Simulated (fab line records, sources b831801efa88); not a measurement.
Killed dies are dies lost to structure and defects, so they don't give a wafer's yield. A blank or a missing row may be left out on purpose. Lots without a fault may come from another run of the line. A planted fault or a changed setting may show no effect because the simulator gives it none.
A struck lot beside a sound one | flow gf180mcu | 14 steps out of a route of 602
Sound: wafers L899.3, L899.4, L899.5. Struck: wafers L889.3, L889.4, L889.6. The cause comes at the end.
At each step with rows: each side's tool, then ch and its chambers, then its first start. Under that, the readings that differ: sound wafers | struck wafers | difference of the means | sigmas: that difference in standard deviations of wafers without a fault.
alike: readings whose means differ by less than 2 such deviations, and words and numbers that are the same on both sides. not compared: withheld readings, readings that some wafer has no value for, bounds like >300 that may hide the same value, and numbers for which the record gives no deviation and whose values overlap.
The two part at a step that has a row with sigmas, a row that says differs or no value, or rows on one side only. Numbers that don't overlap but have no deviation are shown without sigmas and don't part them. A reading that every wafer of one side lacks parts them only if that side has two wafers or more.

first, 3 steps without rows for these wafers: GF_HV_LDD_EXPOSE_04 (exposes mask Nplus LV AREA, target cd 400 nm); GF_HV_LDD_PEB_05; GF_HV_LDD_DEVELOP_06 (develop time 60 s).
GF_HV_LDD_CD_MEAS_07: target cd 400 nm.
  sound on cd_sem-02, day 15 19:58; struck on cd_sem-02, day 13 07:02
  alike: cd_nm
GF_HV_LDD_OVL_MEAS_08:
  sound on overlay-01, day 15 20:04; struck on overlay-02, day 13 07:08
  alike: HV_LDD_OVL
then, 1 step without rows for these wafers: GF_HV_LDD_IMPLANT_09.
GF_HV_LDD_STRIP_10: strips in O2/N2.
  sound on plasma_asher-02 ch 0,1, day 15 20:16; struck on plasma_asher-02 ch 0,1, day 13 07:20
  alike: drypump_motor_current_A, heater_power_w, oes_product_au, strip_time_to_endpoint_s
  not compared: rf_hours_counter_h
GF_HV_LDD_TW_MEAS_11:
  sound on film_metro-01, day 15 20:21; struck on film_metro-04, day 13 07:25
  alike: HV_LDD_TW
then, 4 steps without rows for these wafers: GF_HV_LDD_DEHYDRATE_12 (time 60 s); GF_HV_LDD_HMDS_13 (prime time 60 s); GF_HV_LDD_COAT_14 (resist thk 1000 nm); GF_HV_LDD_SOFTBAKE_15 (time 60 s).
GF_HV_LDD_EXPOSE_16: exposes mask Pplus LV AREA, target cd 400 nm.
  sound on iline_stepper-01 ch 0, day 16 07:43; struck on iline_stepper-02, day 13 17:23
  no value came back on the struck wafers for exposure_dose_mJ_cm2, focus_offset_nm (nm); on the sound wafers exposure_dose_mJ_cm2 reads 139.98 140.23 139.89
  reading                        | sound                | struck                  | difference | sigmas
  model.HV_LDD.overlay_y_nm (nm) | -1.294 -1.294 -1.294 | -0.3352 -0.3352 -0.3352 | +0.9588    |
  alike: mask
then, 1 step without rows for these wafers: GF_HV_LDD_PEB_17.

WHERE THEY PART
Only at GF_HV_LDD_EXPOSE_16, within this record.

WHY: what the simulator had put in
Skipped step whole: iline_stepper-02, from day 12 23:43 on, at GF_HV_LDD_EXPOSE_16. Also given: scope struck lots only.
